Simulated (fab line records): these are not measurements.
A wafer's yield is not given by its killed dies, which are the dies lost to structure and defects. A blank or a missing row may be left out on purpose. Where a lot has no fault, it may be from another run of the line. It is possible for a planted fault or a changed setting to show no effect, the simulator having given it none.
The tool behind it: which one? || flow sky130 || 33 wafers from 11 lots sampled at 6 of the route's 708 steps

WHAT THE GAUGES READ, wafer by wafer
SKY_SD_N_RS_MEAS_16: measurement is done with a four-point probe. Usual: SD_N_RS 68.59 ohm/sq, standard deviation 0.1.
{"lot": "L648", "measured": "day 29 04:11", "on": "film_metro-01", "SD_N_RS (ohm/sq)": "68.49 68.40 68.70", "flag": ""}
{"lot": "L651", "measured": "day 29 11:47", "on": "film_metro-02", "SD_N_RS (ohm/sq)": "68.75 68.71 68.64", "flag": ""}
{"lot": "L650", "measured": "day 29 12:34", "on": "film_metro-03", "SD_N_RS (ohm/sq)": "68.65 68.68 68.52", "flag": ""}
{"lot": "L652", "measured": "day 29 17:11", "on": "film_metro-01", "SD_N_RS (ohm/sq)": "68.50 68.56 68.43", "flag": ""}
{"lot": "L654", "measured": "day 30 19:20", "on": "film_metro-01", "SD_N_RS (ohm/sq)": "68.47 68.59 68.55", "flag": ""}
{"lot": "L658", "measured": "day 31 22:46", "on": "film_metro-03", "SD_N_RS (ohm/sq)": "63.66 63.74 63.70", "flag": "OFF"}
{"lot": "L660", "measured": "day 32 11:47", "on": "film_metro-01", "SD_N_RS (ohm/sq)": "63.60 63.55 63.45", "flag": "OFF"}
{"lot": "L661", "measured": "day 32 15:18", "on": "film_metro-01", "SD_N_RS (ohm/sq)": "68.57 68.62 68.77", "flag": ""}
{"lot": "L663", "measured": "day 33 03:42", "on": "film_metro-03", "SD_N_RS (ohm/sq)": "68.47 68.57 68.46", "flag": ""}
{"lot": "L668", "measured": "day 34 18:38", "on": "film_metro-02", "SD_N_RS (ohm/sq)": "68.52 68.62 68.67", "flag": ""}
{"lot": "L669", "measured": "day 34 21:00", "on": "film_metro-01", "SD_N_RS (ohm/sq)": "68.45 68.54 68.53", "flag": ""}

SKY_SD_N_RS_MEAS_17: measurement is done with a four-point probe. Usual: SD_P_RS 147.16 ohm/sq, standard deviation 0.3.
{"lot": "L648", "measured": "day 29 04:19", "on": "film_metro-01", "SD_P_RS (ohm/sq)": "147.47 147.06 147.62", "flag": ""}
{"lot": "L651", "measured": "day 29 11:55", "on": "film_metro-02", "SD_P_RS (ohm/sq)": "147.62 147.73 147.47", "flag": ""}
{"lot": "L650", "measured": "day 29 12:41", "on": "film_metro-03", "SD_P_RS (ohm/sq)": "146.23 147.18 147.02", "flag": ""}
{"lot": "L652", "measured": "day 29 17:19", "on": "film_metro-01", "SD_P_RS (ohm/sq)": "147.19 146.96 147.17", "flag": ""}
{"lot": "L654", "measured": "day 30 19:28", "on": "film_metro-01", "SD_P_RS (ohm/sq)": "147.13 147.04 147.26", "flag": ""}
{"lot": "L658", "measured": "day 31 22:53", "on": "film_metro-03", "SD_P_RS (ohm/sq)": "123.93 123.94 123.94", "flag": "OFF"}
{"lot": "L660", "measured": "day 32 11:55", "on": "film_metro-01", "SD_P_RS (ohm/sq)": "123.61 123.65 123.11", "flag": "OFF"}
{"lot": "L661", "measured": "day 32 15:25", "on": "film_metro-01", "SD_P_RS (ohm/sq)": "147.55 147.99 147.48", "flag": ""}
{"lot": "L663", "measured": "day 33 03:49", "on": "film_metro-03", "SD_P_RS (ohm/sq)": "146.75 147.25 146.83", "flag": ""}
{"lot": "L668", "measured": "day 34 18:46", "on": "film_metro-02", "SD_P_RS (ohm/sq)": "147.25 147.22 146.85", "flag": ""}
{"lot": "L669", "measured": "day 34 21:07", "on": "film_metro-01", "SD_P_RS (ohm/sq)": "146.78 147.13 146.81", "flag": ""}

SKY_VIA1_CD_MEAS_12 targets a cd of 150 nm. Usual: 150.0 nm for cd_nm, sd 1.4.
{"lot": "L648", "measured": "day 35 01:46", "on": "cd_sem-02", "cd_nm (nm)": "149.4 150.7 151.1", "flag": ""}
{"lot": "L651", "measured": "day 35 09:24", "on": "cd_sem-02", "cd_nm (nm)": "149.2 149.7 149.9", "flag": ""}
{"lot": "L650", "measured": "day 35 12:34", "on": "cd_sem-02", "cd_nm (nm)": "151.7 150.3 152.1", "flag": ""}
{"lot": "L652", "measured": "day 35 14:32", "on": "cd_sem-01", "cd_nm (nm)": "150.4 151.2 150.3", "flag": ""}
{"lot": "L654", "measured": "day 36 15:39", "on": "cd_sem-02", "cd_nm (nm)": "150.3 151.1 149.9", "flag": ""}
{"lot": "L658", "measured": "day 37 16:55", "on": "cd_sem-01", "cd_nm (nm)": "151.6 153.3 151.7", "flag": ""}
{"lot": "L660", "measured": "day 38 05:03", "on": "cd_sem-02", "cd_nm (nm)": "149.6 150.3 149.9", "flag": ""}
{"lot": "L661", "measured": "day 38 08:48", "on": "cd_sem-02", "cd_nm (nm)": "149.9 150.0 149.9", "flag": ""}
{"lot": "L663", "measured": "day 38 20:58", "on": "cd_sem-01", "cd_nm (nm)": "148.0 149.5 149.0", "flag": ""}
{"lot": "L668", "measured": "day 40 10:10", "on": "cd_sem-01", "cd_nm (nm)": "152.3 151.7 152.3", "flag": ""}
{"lot": "L669", "measured": "day 40 11:26", "on": "cd_sem-02", "cd_nm (nm)": "147.3 150.3 147.6", "flag": ""}

SKY_VIA1_THK_MEAS_23: measures by xrf. Usual: VIA1_W_THK 265 nm, standard deviation 4.
{"lot": "L648", "measured": "day 35 02:52", "on": "film_metro-02", "VIA1_W_THK (nm)": "266 267 262", "flag": ""}
{"lot": "L651", "measured": "day 35 10:30", "on": "film_metro-02", "VIA1_W_THK (nm)": "269 275 270", "flag": ""}
{"lot": "L650", "measured": "day 35 13:40", "on": "film_metro-01", "VIA1_W_THK (nm)": "262 265 263", "flag": ""}
{"lot": "L652", "measured": "day 35 15:38", "on": "film_metro-01", "VIA1_W_THK (nm)": "261 264 261", "flag": ""}
{"lot": "L654", "measured": "day 36 16:46", "on": "film_metro-03", "VIA1_W_THK (nm)": "265 276 266", "flag": ""}
{"lot": "L658", "measured": "day 37 18:01", "on": "film_metro-02", "VIA1_W_THK (nm)": "267 267 272", "flag": ""}
{"lot": "L660", "measured": "day 38 06:09", "on": "film_metro-03", "VIA1_W_THK (nm)": "266 261 262", "flag": ""}
{"lot": "L661", "measured": "day 38 09:53", "on": "film_metro-03", "VIA1_W_THK (nm)": "271 266 272", "flag": ""}
{"lot": "L663", "measured": "day 38 22:13", "on": "film_metro-03", "VIA1_W_THK (nm)": "261 260 261", "flag": ""}
{"lot": "L668", "measured": "day 40 11:19", "on": "film_metro-03", "VIA1_W_THK (nm)": "264 263 265", "flag": ""}
{"lot": "L669", "measured": "day 40 12:32", "on": "film_metro-02", "VIA1_W_THK (nm)": "264 264 271", "flag": ""}

WHAT TOOL EACH LOT RAN ON (gives the tool, then ch and the chambers of the sampled wafers, and finally the start)
{"lot": "L648", "SKY_SD_N_RTA_14": "rtp_anneal-02 ch 0, day 29 03:59", "SKY_CONTACT_ETCH_16": "rie_diel-01 ch 0,1,2, day 32 17:43"}
{"lot": "L651", "SKY_SD_N_RTA_14": "rtp_anneal-01 ch 0, day 29 11:37", "SKY_CONTACT_ETCH_16": "rie_diel-04 ch 0,1,3, day 33 01:46"}
{"lot": "L650", "SKY_SD_N_RTA_14": "rtp_anneal-02 ch 0, day 29 12:23", "SKY_CONTACT_ETCH_16": "rie_diel-04 ch 1,2,3, day 33 04:19"}
{"lot": "L652", "SKY_SD_N_RTA_14": "rtp_anneal-01 ch 0, day 29 17:01", "SKY_CONTACT_ETCH_16": "rie_diel-01 ch 2,3, day 33 06:45"}
{"lot": "L654", "SKY_SD_N_RTA_14": "rtp_anneal-01 ch 0, day 30 19:10", "SKY_CONTACT_ETCH_16": "rie_diel-04 ch 0,1,3, day 34 08:10"}
{"lot": "L658", "SKY_SD_N_RTA_14": "rtp_anneal-01 ch 0, day 31 22:34", "SKY_CONTACT_ETCH_16": "rie_diel-03 ch 2,3, day 35 10:16"}
{"lot": "L660", "SKY_SD_N_RTA_14": "rtp_anneal-01 ch 0, day 32 11:37", "SKY_CONTACT_ETCH_16": "rie_diel-01 ch 1,2, day 35 22:52"}
{"lot": "L661", "SKY_SD_N_RTA_14": "rtp_anneal-02 ch 0, day 32 15:06", "SKY_CONTACT_ETCH_16": "rie_diel-03 ch 0,2, day 36 02:19"}
{"lot": "L663", "SKY_SD_N_RTA_14": "rtp_anneal-02 ch 0, day 33 03:30", "SKY_CONTACT_ETCH_16": "rie_diel-04 ch 0,1,2, day 36 14:40"}
{"lot": "L668", "SKY_SD_N_RTA_14": "rtp_anneal-01 ch 0, day 34 18:28", "SKY_CONTACT_ETCH_16": "rie_diel-01 ch 0,1,2, day 38 04:28"}
{"lot": "L669", "SKY_SD_N_RTA_14": "rtp_anneal-02 ch 0, day 34 20:48", "SKY_CONTACT_ETCH_16": "rie_diel-01 ch 1,2,3, day 38 06:30"}
- SKY_SD_N_RTA_14: time 2 s.
- SKY_CONTACT_ETCH_16: etches BARC in N2/H2, stops on SiO2, time 45.9 s, target depth 60 nm.

WHAT THE TOOLS THEMSELVES READ (means of the sampled wafers that have a number; where no wafer has one, the mark that the record gives instead)
SKY_SD_N_RTA_14. Usual: lamp_power_pct 15.73 %, standard deviation 0.051; wafer_temp_C_max 1078.0, standard deviation 1.3.
{"lot": "L648", "tool": "rtp_anneal-02", "lamp_power_pct (%)": 15.73, "wafer_temp_C_max": 1078.0, "flag": ""}
{"lot": "L651", "tool": "rtp_anneal-01", "lamp_power_pct (%)": 15.72, "wafer_temp_C_max": 1079.4, "flag": ""}
{"lot": "L650", "tool": "rtp_anneal-02", "lamp_power_pct (%)": 15.74, "wafer_temp_C_max": 1078.1, "flag": ""}
{"lot": "L652", "tool": "rtp_anneal-01", "lamp_power_pct (%)": 15.72, "wafer_temp_C_max": 1077.8, "flag": ""}
{"lot": "L654", "tool": "rtp_anneal-01", "lamp_power_pct (%)": 15.75, "wafer_temp_C_max": 1076.9, "flag": ""}
{"lot": "L658", "tool": "rtp_anneal-01", "lamp_power_pct (%)": 16.53, "wafer_temp_C_max": 1105.6, "flag": "OFF"}
{"lot": "L660", "tool": "rtp_anneal-01", "lamp_power_pct (%)": 16.46, "wafer_temp_C_max": 1106.0, "flag": "OFF"}
{"lot": "L661", "tool": "rtp_anneal-02", "lamp_power_pct (%)": 15.71, "wafer_temp_C_max": 1078.3, "flag": ""}
{"lot": "L663", "tool": "rtp_anneal-02", "lamp_power_pct (%)": 15.75, "wafer_temp_C_max": 1078.7, "flag": ""}
{"lot": "L668", "tool": "rtp_anneal-01", "lamp_power_pct (%)": 15.72, "wafer_temp_C_max": 1078.4, "flag": ""}
{"lot": "L669", "tool": "rtp_anneal-02", "lamp_power_pct (%)": 15.72, "wafer_temp_C_max": 1077.2, "flag": ""}

SKY_CONTACT_ETCH_16. Usual: chamber_pressure_mTorr 30.001 mTorr, standard deviation 0.025; drypump_motor_current_A 5.7 A, standard deviation 0.36; oes_product_au 0.855 a.u., standard deviation 0.0049; throttle_valve_pct 13.225 %, standard deviation 0.0089.
{"lot": "L648", "tool": "rie_diel-01", "chamber_pressure_mTorr (mTorr)": 30.000, "drypump_motor_current_A (A)": 5.9, "oes_product_au (a.u.)": 0.855, "throttle_valve_pct (%)": 13.230, "flag": ""}
{"lot": "L651", "tool": "rie_diel-04", "chamber_pressure_mTorr (mTorr)": 30.007, "drypump_motor_current_A (A)": 5.6, "oes_product_au (a.u.)": 0.862, "throttle_valve_pct (%)": 13.227, "flag": ""}
{"lot": "L650", "tool": "rie_diel-04", "chamber_pressure_mTorr (mTorr)": 30.001, "drypump_motor_current_A (A)": 5.4, "oes_product_au (a.u.)": 0.853, "throttle_valve_pct (%)": 13.236, "flag": ""}
{"lot": "L652", "tool": "rie_diel-01", "chamber_pressure_mTorr (mTorr)": 30.019, "drypump_motor_current_A (A)": 5.5, "oes_product_au (a.u.)": 0.857, "throttle_valve_pct (%)": 13.220, "flag": ""}
{"lot": "L654", "tool": "rie_diel-04", "chamber_pressure_mTorr (mTorr)": 30.007, "drypump_motor_current_A (A)": 5.6, "oes_product_au (a.u.)": 0.858, "throttle_valve_pct (%)": 13.224, "flag": ""}
{"lot": "L658", "tool": "rie_diel-03", "chamber_pressure_mTorr (mTorr)": 30.015, "drypump_motor_current_A (A)": 5.8, "oes_product_au (a.u.)": 0.855, "throttle_valve_pct (%)": 13.225, "flag": ""}
{"lot": "L660", "tool": "rie_diel-01", "chamber_pressure_mTorr (mTorr)": 29.995, "drypump_motor_current_A (A)": 5.6, "oes_product_au (a.u.)": 0.847, "throttle_valve_pct (%)": 13.236, "flag": ""}
{"lot": "L661", "tool": "rie_diel-03", "chamber_pressure_mTorr (mTorr)": 29.999, "drypump_motor_current_A (A)": 5.4, "oes_product_au (a.u.)": 0.855, "throttle_valve_pct (%)": 13.227, "flag": ""}
{"lot": "L663", "tool": "rie_diel-04", "chamber_pressure_mTorr (mTorr)": 30.019, "drypump_motor_current_A (A)": 5.5, "oes_product_au (a.u.)": 0.854, "throttle_valve_pct (%)": 13.227, "flag": ""}
{"lot": "L668", "tool": "rie_diel-01", "chamber_pressure_mTorr (mTorr)": 30.003, "drypump_motor_current_A (A)": 5.9, "oes_product_au (a.u.)": 0.853, "throttle_valve_pct (%)": 13.220, "flag": ""}
{"lot": "L669", "tool": "rie_diel-01", "chamber_pressure_mTorr (mTorr)": 29.996, "drypump_motor_current_A (A)": 5.7, "oes_product_au (a.u.)": 0.859, "throttle_valve_pct (%)": 13.218, "flag": ""}

THE ANSWER, worked out from the rows above alone
Rule: lot off if the mean of its wafers having a number is beyond 3 standard deviations from the usual mean. Also off: a lot with no number at a reading for which 4 or more lots have one. All remaining lots with rows at the step are treated as sound. The gauges are gone through in route order, then the tools' own readings, and for those a lot's mean is taken as printed above. The first step at which some lot is off is used, and at that step the reading that is off furthest; a lot without a number counts as furthest.
Off: at SKY_SD_N_RS_MEAS_16 (SD_N_RS), L658, L660.
A tool fits if, at a process step before that reading, it ran every lot that is off, and no sound lot after the first of them. The gauges at SKY_SD_N_RS_MEAS_16 aren't tried: what is off there is off at SKY_SD_N_RTA_14 too, on other tools, and a gauge's error can't cause that. Not one of the candidates tried fits.

WHAT THE SIMULATOR HAD INSERTED
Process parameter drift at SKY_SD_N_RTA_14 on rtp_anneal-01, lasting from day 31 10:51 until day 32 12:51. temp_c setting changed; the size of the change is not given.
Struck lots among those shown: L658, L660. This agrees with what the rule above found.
